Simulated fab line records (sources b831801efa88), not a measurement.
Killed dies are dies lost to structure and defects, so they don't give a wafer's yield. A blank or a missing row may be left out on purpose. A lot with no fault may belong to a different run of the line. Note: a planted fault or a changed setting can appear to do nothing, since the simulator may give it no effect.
Matching of chambers -- flow sfq line -- pecvd-02 running SFQ_TRILAYER_A5B_DEP_PECVD_129: 3 sister chambers
The step deposits SiO2 from SiH4/N2O, time 133.33 s, target thk 600 nm. 19 wafers are shown with their chamber, then 9 later ones without.

## WAFERS PAIRED WITH THEIR CHAMBERS
wafer,chamber,showerhead vpp V (V),throttle valve pct (%),heater power w (W)
L706.1,0,823,23.4,82
L706.5,0,825,23.3,84
L706.6,2,908,24.1,63
L708.4,0,818,23.6,86
L708.5,1,832,23.1,83
L708.6,2,879,24.4,63
L710.1,0,832,23.4,80
L710.3,2,900,24.5,59
L710.6,0,824,23.6,83
L711.1,2,905,24.7,59
L711.2,0,827,23.3,88
L711.4,0,846,23.6,91
L712.1,0,809,23.8,81
L712.3,2,901,24.6,68
L712.5,0,817,23.9,88
L714.1,2,895,24.9,68
L714.4,1,830,23.2,77
L714.5,2,915,24.6,70
L715.2,2,892,25.0,62

SIGNATURES, as means of the wafers listed above
reading,chamber 0,chamber 1,chamber 2,scatter within a chamber
showerhead vpp V,824.56,831.00,899.38,10.3
throttle valve pct,23.544,23.150,24.600,0.241
heater power w,84.78,80.00,64.00,3.97
Rule: for each reading, subtract the chamber's mean from the wafer's reading, divide by that reading's scatter and square the result; add these up over the readings and take the root, which gives the wafer's distance from the chamber. The wafer belongs to the nearest chamber; if the next one is less than 2 further off, it can't be placed. The scatter is the square root of a quotient: the sum, over the shown wafers, of each reading's squared deviation from its chamber's mean, divided by wafers minus chambers.

## WAFERS WITHOUT THEIR CHAMBER
wafer,showerhead vpp V (V),throttle valve pct (%),heater power w (W)
L715.3,827,25.6,89
L715.6,845,23.7,87
L718.3,898,25.2,68
L718.4,837,23.9,92
L718.6,901,25.2,70
L721.1,905,25.3,65
L721.2,825,23.8,90
L724.1,833,24.1,81
L724.2,902,25.0,67

## WHICH CHAMBER EACH WENT THROUGH
wafer,from the rows above,in truth
L715.3,can't be placed: 0 or 2 or 1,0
L715.6,can't be placed: 0 or 1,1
L718.3,2,2
L718.4,can't be placed: 0 or 1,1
L718.6,2,2
L721.1,2,2
L721.2,0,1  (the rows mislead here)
L724.1,can't be placed: 0 or 1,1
L724.2,2,2
Correct placement for 4 of the 9. Unplaceable from these rows: 4, with the true chamber sitting among the candidates in 4. Number placed wrongly: 1.
